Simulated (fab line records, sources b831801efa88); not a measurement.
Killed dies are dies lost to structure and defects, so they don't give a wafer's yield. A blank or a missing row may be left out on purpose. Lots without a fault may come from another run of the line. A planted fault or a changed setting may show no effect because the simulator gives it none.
Which tool did it? | flow gf180mcu | 12 lots, 36 wafers sampled, at 1 step of a route of 602

WHAT THE GAUGES READ, wafer by wafer
GF_LVPWELL_OVL_MEAS_07.
lot  | measured    | on         | LVPWELL_OVL (nm)
L075 | day 4 00:52 | overlay-01 | 3.6 2.0 2.5
L077 | day 4 11:55 | overlay-01 | -1.4 -1.6 0.8
L079 | day 5 00:19 | overlay-02 | -0.9 2.2 -1.5
L081 | day 5 17:43 | overlay-01 | -0.4 -1.1 -0.2
L083 | day 6 00:48 | overlay-02 | -1.0 -1.7 -1.0
L085 | day 6 18:03 | overlay-01 | -1.4 0.6 0.9
L088 | day 7 08:52 | overlay-02 | 0.5 1.4 1.8
L090 | day 7 18:39 | overlay-02 | -1.0 1.9 0.8
L091 | day 7 23:46 | overlay-01 | 1.0 1.8 0.6
L093 | day 8 12:13 | overlay-01 | -0.6 -1.8 -0.2
L095 | day 8 19:04 | overlay-01 | -1.7 -0.8 -1.9
L097 | day 9 06:48 | overlay-02 | -3.1 -2.2 -1.2

WHICH TOOL RAN EACH LOT (tool, then ch and the chambers of the sampled wafers, then the start)
The record holds no process step before these readings.

THE ANSWER, worked out from the rows above alone
Rule: what is usual is taken from the lots themselves. Put in order of their means at a reading, lots are off if they are a third of the lots or fewer, leave a main group of 4 or more, and stand apart from it by a gap of 3 or more times the standard deviation of the main group's means; of several such gaps the widest counts. A main group whose means are all the same, to the digits that the tables above print for the reading, isn't used. A lot without any number at a reading at which 4 lots or more have one is off too. The other lots that the step has rows for count as sound.
No lot is off at any reading shown: from this, nothing can be told.

WHAT THE SIMULATOR HAD PUT IN
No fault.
